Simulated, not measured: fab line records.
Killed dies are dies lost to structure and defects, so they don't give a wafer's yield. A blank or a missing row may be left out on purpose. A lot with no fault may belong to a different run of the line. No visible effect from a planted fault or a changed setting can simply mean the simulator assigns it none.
2 desks, one fault || flow sky130 || numbers are kept per desk, each desk with only its own; the story behind them comes last

== THE METROLOGY DESK ==
What the gauges read, lot by lot, whatever tool the lot ran on: means of the sampled wafers that have a number. If a lot's mean is further than 4 standard deviations from the usual mean, the lot is out of limits and carries the mark OUT (the distance appears in the brackets).
Columns: A = CONTACT_OVL at SKY_CONTACT_OVL_MEAS_15, usual -5 nm; B = METAL1_ALCU_RS at SKY_METAL1_RS_MEAS_05, usual 0.1270 ohm/sq; C = METAL1_ALCU_THK at SKY_METAL1_THK_MEAS_06, usual 254.0 nm
{"lot": "L246", "first seen here": "day 31 15:04", "A": -7, "B": 0.1256, "C": 258.1}
{"lot": "L249", "first seen here": "day 32 14:27", "A": -10, "B": 0.1263, "C": 255.3}
{"lot": "L253", "first seen here": "day 34 14:39", "A": -15, "B": 0.1275, "C": 253.6}
{"lot": "L254", "first seen here": "day 34 16:04", "A": -0, "B": 0.1272, "C": 252.8}
{"lot": "L255", "first seen here": "day 35 01:19", "A": 3, "B": 0.1290, "C": 251.4}
{"lot": "L256", "first seen here": "day 35 15:40", "A": -9, "B": "0.1780 (+36) OUT", "C": "191.6 (-23) OUT"}
{"lot": "L264", "first seen here": "day 38 02:41", "A": -5, "B": 0.1272, "C": 254.0}
{"lot": "L267", "first seen here": "day 38 08:59", "A": 4, "B": 0.1277, "C": 252.9}
{"lot": "L268", "first seen here": "day 38 18:54", "A": -3, "B": 0.1277, "C": 251.5}
{"lot": "L269", "first seen here": "day 38 20:21", "A": -12, "B": 0.1284, "C": 251.5}
This desk's result: L256 out of limits, first on L256 (METAL1_ALCU_RS at SKY_METAL1_RS_MEAS_05), day 35 17:35. L246, L249, L253, L254, L255, L264, L267, L268, L269 stayed within limits.

== DESK OF THE TOOL OWNER: pvd sputter-04 ==
The tool's own readings at SKY_METAL1_SPUTTER_02 (material AlCu, target thk 250 nm, time 13.3 s): means of the sampled wafers that have a number, for each lot that ran on this tool. If a lot's mean is further than 4 standard deviations from the usual mean, the lot is out of limits and carries the mark OUT (the distance appears in the brackets).
Columns: A = throttle valve pct at SKY_METAL1_SPUTTER_02, usual 29.7 %
{"lot": "L254", "first seen here": "day 34 17:37", "A": 30.0}
{"lot": "L256", "first seen here": "day 35 17:28", "A": 31.0}
{"lot": "L267", "first seen here": "day 38 10:26", "A": 30.1}
This desk found nothing out of limits on any of the 3 lots.

== TAKEN TOGETHER ==
Metrology desk: alarm possible at day 35 17:35 on L256.
The desk of the tool owner found nothing out of limits.
On record at the tool owner's desk: L256, within its limits.
On pvd sputter-04, each named lot ran SKY_METAL1_SPUTTER_02.

== WHAT THE SIMULATOR HAD PUT IN ==
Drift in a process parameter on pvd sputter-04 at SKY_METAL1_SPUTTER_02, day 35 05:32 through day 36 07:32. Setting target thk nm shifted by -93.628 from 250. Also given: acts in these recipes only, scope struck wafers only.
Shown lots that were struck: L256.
Delay in hours, fault start to first out-of-limits reading, per desk: metrology desk 12.
